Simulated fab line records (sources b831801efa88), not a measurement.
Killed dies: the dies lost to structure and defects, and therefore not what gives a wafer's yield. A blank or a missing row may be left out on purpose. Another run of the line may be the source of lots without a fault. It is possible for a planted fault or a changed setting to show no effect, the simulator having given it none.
What tool caused it? ; flow gf180mcu ; 18 wafers from 6 lots sampled at 4 of the route's 602 steps

## WHAT EACH GAUGE READ, for each wafer
GF_TOP_METAL_CD_MEAS_14 targets a cd of 440 nm.
lot;measured;on;cd-nm (nm)
L280;day 28 15:17;cd-sem-02;441.1 440.6 440.7
L281;day 29 10:00;cd-sem-02;439.5 438.4 440.6
L285;day 30 07:20;cd-sem-02;438.3 438.1 436.0
L292;day 32 04:04;cd-sem-02;436.9 438.3 437.6
L294;day 32 17:17;cd-sem-01;440.9 441.8 438.0
L299;day 33 16:44;cd-sem-01;442.1 444.6 443.9

## EACH LOT AND THE TOOL THAT RAN IT (in order: tool; ch and the chambers of the sampled wafers; start)
lot;GF_M1_SPUTTER_02;GF_V5_ETCH_16;GF_TOP_METAL_SPUTTER_00
L280;pvd-sputter-01, day 16 18:52;rie-diel-02 ch 0,2,3, day 27 18:08;pvd-sputter-03, day 27 19:38
L281;pvd-sputter-02, day 17 13:44;rie-diel-03 ch 0,1, day 28 12:54;pvd-sputter-02, day 28 14:21
L285;pvd-sputter-02, day 18 17:31;rie-diel-03 ch 0,3, day 29 11:05;pvd-sputter-04, day 29 12:28
L292;pvd-sputter-04, day 21 05:52;rie-diel-01 ch 0,2,3, day 31 09:12;pvd-sputter-03, day 31 10:34
L294;pvd-sputter-02, day 22 01:32;rie-diel-01 ch 0,3, day 31 23:08;pvd-sputter-04, day 32 00:45
L299;pvd-sputter-01, day 23 12:25;rie-diel-01 ch 0,1,2, day 32 23:36;pvd-sputter-02, day 33 00:58
- GF_M1_SPUTTER_02: material AlCu, target thk 450 nm, time 23.9 s.
- GF_V5_ETCH_16: etches BARC in N2/H2.
- GF_TOP_METAL_SPUTTER_00: material Ti, target thk 37.5 nm, time 150 s.

## THE ANSWER, worked out from the rows above alone
Rule: what is usual is taken from the lots themselves. Put in order of their means at a reading, lots are off if they are a third of the lots or fewer, leave a main group of 4 or more, and stand apart from it by a gap of 3 or more times the standard deviation of the main group's means; of several such gaps the widest counts. Not used: any main group whose means are identical at the precision the tables above print for the reading. A lot without any number at a reading at which 4 lots or more have one is off too. Where the step has rows for the other lots, those lots are counted as sound.
No lot is off at any reading shown: from this, nothing can be told.

## WHAT THE SIMULATOR HAD PUT IN
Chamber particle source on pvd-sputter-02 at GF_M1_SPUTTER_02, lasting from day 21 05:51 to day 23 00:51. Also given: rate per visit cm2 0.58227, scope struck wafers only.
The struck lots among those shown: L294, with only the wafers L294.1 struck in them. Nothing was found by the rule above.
